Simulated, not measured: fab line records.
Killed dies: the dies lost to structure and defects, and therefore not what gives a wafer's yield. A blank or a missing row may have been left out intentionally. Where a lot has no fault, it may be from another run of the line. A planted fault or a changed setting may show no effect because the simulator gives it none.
A lot that was struck, set against a sound lot :: flow sky130 :: 27 out of 708 route steps
Sound: these wafers, L174.1, L174.4, L174.6. Struck: wafers L163.1, L163.3, L163.6. The cause is named last.
Per side, at each step with rows, come the tool, then ch with its chambers, and then its first start. Under that, the readings that differ: sound wafers :: struck wafers :: difference of the means :: sigmas: that difference in standard deviations of wafers without a fault.
alike: readings with means less than 2 such deviations apart, plus words and numbers identical on both sides. not compared: withheld readings, readings lacking a value on some wafer, bounds such as >300 that could conceal the same value, and numbers that have no deviation in the record and whose values overlap.
The two part at a step that has a row with sigmas, a row that says differs or no value, or rows on one side only. Numbers that don't overlap but have no deviation are shown without sigmas and don't part them. A reading that every wafer of one side lacks parts them only if that side has two wafers or more.

first, 10 steps without rows for these wafers: SKY_LOCAL_INTERCONNECT_SOFTBAKE_07 (time 90 s); SKY_LOCAL_INTERCONNECT_EXPOSE_08 (exposes mask LI1M, target cd 170 nm); SKY_LOCAL_INTERCONNECT_PEB_09; SKY_LOCAL_INTERCONNECT_DEVELOP_10 (develop time 60 s); SKY_LOCAL_INTERCONNECT_ETCH_13 (etches BARC in N2/H2, stops on SiO2, time 45.9 s, target depth 60 nm); SKY_LOCAL_INTERCONNECT_METAL_ETCH_14 (etches TiN in Cl2/BCl3, stops on PSG, target depth 110 nm, time 31.4 s); SKY_LOCAL_INTERCONNECT_STRIP_15 (strips in O2/N2); SKY_LOCAL_INTERCONNECT_STRIP_16 (strips in post etch residue remover, time 1200 s); SKY_LOCAL_INTERCONNECT_CLEAN_17 (cleans in IPA, time 180 s); SKY_LOCAL_INTERCONNECT_CLEAN_18 (cleans in O3/DIW).
SKY_CONTACT_CVD_00: deposits Si3N4, target thk 75 nm.
  sound on pecvd-01 ch 0,1,2, day 36 21:12; struck on pecvd-01 ch 0,2, day 33 16:23
reading: model.Si3N4_of_CONTACT_CVD_00.thk-nm (nm)
sound: 74.23 75.72 76.58
struck: 103.9 104.5 105.7
difference: +29.2
sigmas: 
  alike: heater-power-outer-w, heater-power-w, rf-fwd-power-W
SKY_CONTACT_THK_MEAS_01:
  sound on film-metro-02 at day 36 21:14; struck on film-metro-01 at day 33 16:25
reading: CONTACT_CVD_00_THK (nm)
sound: 74.2 75.7 76.5
struck: 103.9 104.5 105.8
difference: +29.3
sigmas: +35
then, 12 steps without rows for these wafers: SKY_CONTACT_HDPCVD_02 (deposits SiO2, target thk 565 nm, time 94.2 s); SKY_CONTACT_CMP_04 (polishes SiO2); SKY_CONTACT_DEHYDRATE_06 (time 60 s); SKY_CONTACT_HMDS_07 (prime time 60 s); SKY_CONTACT_COAT_08 (resist thk 60 nm); SKY_CONTACT_COAT_09 (resist thk 450 nm); SKY_CONTACT_SOFTBAKE_10 (time 90 s); SKY_CONTACT_EXPOSE_11 (exposes mask CTM1, target cd 170 nm); SKY_CONTACT_PEB_12; SKY_CONTACT_DEVELOP_13 (develop time 60 s); SKY_CONTACT_ETCH_16 (etches BARC in N2/H2, stops on SiO2, time 45.9 s, target depth 60 nm); SKY_CONTACT_ETCH_17 (etches SiO2 in C4F8/O2/Ar, stops on Si3N4, target depth 340 nm).
SKY_CONTACT_ETCH_18: etches Si3N4 in CHF3/O2, stops on TiN, time 39 s, target depth 75 nm.
  sound: rie-diel-02 ch 0,1; struck: rie-diel-01 ch 1,2,3
reading: oes-product-au (a.u.)
sound: 0.850 0.861 0.865
struck: 1.008 1.012 1.004
difference: +0.149
sigmas: +20

reading: throttle-valve-pct (%)
sound: 8.808 8.778 8.803
struck: 8.823 8.824 8.819
difference: +0.026
sigmas: +3

reading: model.etch.depth-nm (nm)
sound: 74.23 75.72 76.58
struck: 98.8 98.61 98.2
difference: +23.0
sigmas: 
  alike: chamber-pressure-mTorr, drypump-motor-current-A, rf-fwd-power-W
  not compared: rf-hours-counter-h
then, 1 step without rows for these wafers: SKY_CONTACT_STRIP_19 (strips in O2/N2).
-- the record jumps here: 15 days lie between the struck wafers' starts before and after (it left off in module CONTACT and takes up again in module PAD_OPEN, whose first step shown is number 708 of the route) --
SKY_PAD_OPEN_PROBE_99:
  sound on prober-02 at day 50 11:32; struck on prober-01 at day 48 05:36
reading: killed-at-contacts
sound: 24 22 20
struck: 427 423 434
difference: +406
sigmas: +77

reading: killed-dies
sound: 78 79 79
struck: 488 492 492
difference: +412
sigmas: +37

reading: killed-on-rim
sound: 18 24 11
struck: 96 96 96
difference: +78
sigmas: +21
  alike: killed_at_M0_to_M3, killed_at_M4_up, killed-at-front-end, killed-at-other, killed-open, killed-short

WHERE THEY PART
Last at SKY_PAD_OPEN_PROBE_99 as far as this record goes, first at SKY_CONTACT_THK_MEAS_01.

WHY: what had been put in by the simulator
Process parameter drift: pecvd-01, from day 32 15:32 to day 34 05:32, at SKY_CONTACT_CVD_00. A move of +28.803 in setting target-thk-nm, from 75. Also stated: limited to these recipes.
